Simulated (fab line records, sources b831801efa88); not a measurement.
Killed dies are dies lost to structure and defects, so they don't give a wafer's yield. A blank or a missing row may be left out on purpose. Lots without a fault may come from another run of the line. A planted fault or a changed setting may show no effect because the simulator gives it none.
A struck lot beside a sound one | flow sky130 | 15 steps out of a route of 708
Sound: wafers L717.3, L717.5, L717.6. Struck: wafers L724.3, L724.5, L724.6. The cause comes at the end.
At each step with rows: each side's tool, then ch and its chambers, then its first start. Under that, the readings that differ: sound wafers | struck wafers | difference of the means | sigmas: that difference in standard deviations of wafers without a fault.
alike: readings whose means differ by less than 2 such deviations, and words and numbers that are the same on both sides. not compared: withheld readings, readings that some wafer has no value for, bounds like >300 that may hide the same value, and numbers for which the record gives no deviation and whose values overlap.
The two part at a step that has a row with sigmas, a row that says differs or no value, or rows on one side only. Numbers that don't overlap but have no deviation are shown without sigmas and don't part them. A reading that every wafer of one side lacks parts them only if that side has two wafers or more.

first, 4 steps without rows for these wafers: SKY_LDD_N_SOFTBAKE_03 (time 60 s); SKY_LDD_N_EXPOSE_04 (exposes mask NTM, target cd 840 nm); SKY_LDD_N_PEB_05; SKY_LDD_N_DEVELOP_06 (develop time 60 s).
SKY_LDD_N_OVL_MEAS_07:
  sound on overlay-01, day 21 10:04; struck on overlay-01, day 23 18:37
  alike: LDD_N_OVL
then, 7 steps without rows for these wafers: SKY_LDD_N_IMPLANT_08; SKY_LDD_N_IMPLANT_09; SKY_LDD_N_IMPLANT_10; SKY_LDD_N_IMPLANT_11; SKY_LDD_N_IMPLANT_12; SKY_LDD_N_IMPLANT_13; SKY_LDD_N_IMPLANT_14.
SKY_LDD_N_IMPLANT_15:
  sound on implanter-01 ch 0, day 21 11:12; struck on implanter-01 ch 0, day 23 19:45
  reading            | sound                         | struck                        | difference | sigmas
  dose_ions_cm2      | 4.999e+12 5.004e+12 5.006e+12 | 2.489e+12 2.491e+12 2.493e+12 | -2.512e+12 | -99 or more
  faraday_current_uA | 29.1 28.7 28.8                | 13.6 14.3 13.8                | -15.0      | -27
SKY_LDD_N_STRIP_16: strips in O2/N2.
  sound on plasma_asher-02 ch 0,1, day 21 11:20; struck on plasma_asher-01 ch 0,1, day 23 19:53
  reading                      | sound             | struck            | difference | sigmas
  strip_time_to_endpoint_s (s) | 4.335 4.334 4.350 | 4.303 4.319 4.295 | -0.034     | -2
  alike: drypump_motor_current_A, oes_product_au
  not compared: rf_hours_counter_h
-- the record jumps here: 26 days lie between the struck wafers' starts before and after (it left off in module LDD_N and takes up again in module PAD_OPEN, whose first step shown is number 708 of the route) --
SKY_PAD_OPEN_PROBE_99:
  sound on prober-02, day 48 12:10; struck on prober-02, day 49 18:22
  reading                                     | sound                | struck               | difference | sigmas
  model.etest.nfet_01v8_turned.off_log10_a_um | -13.51 -13.38 -13.39 | -13.29 -13.34 -13.18 | +0.16      |
  model.etest.nfet_01v8_turned.vt_sat_v (V)   | 0.6688 0.652 0.6606  | 0.6125 0.6194 0.6213 | -0.0427    |
  model.etest.nfet_01v8_lvt.vt_sat_v (V)      | 0.553 0.5415 0.5481  | 0.5247 0.5195 0.5306 | -0.0226    |
  model.etest.nfet_01v8_turned.vt_v (V)       | 0.7141 0.7033 0.7046 | 0.6849 0.685 0.6878  | -0.0214    |
  model.etest.nfet_01v8.vt_sat_v (V)          | 0.6604 0.6486 0.6571 | 0.6376 0.6315 0.6443 | -0.0176    |
  model.etest.nfet_01v8_swapped.vt_sat_v (V)  | 0.6636 0.6472 0.6574 | 0.6374 0.6387 0.6458 | -0.0154    |
  model.etest.nfet_01v8_lvt.vt_v (V)          | 0.6237 0.6151 0.6174 | 0.6025 0.5978 0.6047 | -0.0171    |
  model.etest.nfet_01v8.vt_v (V)              | 0.71 0.6994 0.7075   | 0.6895 0.6891 0.696  | -0.0141    |
  alike: killed_at_M0_to_M3, killed_at_M4_up, killed_at_contacts, killed_at_front_end, killed_at_other, killed_dies, killed_open, killed_short

WHERE THEY PART
First at SKY_LDD_N_IMPLANT_15; last, within this record, at SKY_LDD_N_STRIP_16. Later steps at which nothing parts them and some readings are alike: SKY_PAD_OPEN_PROBE_99.

WHY: what the simulator had put in
Process parameter drift: implanter-01, from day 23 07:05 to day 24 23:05, at SKY_LDD_N_IMPLANT_15. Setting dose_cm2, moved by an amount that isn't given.
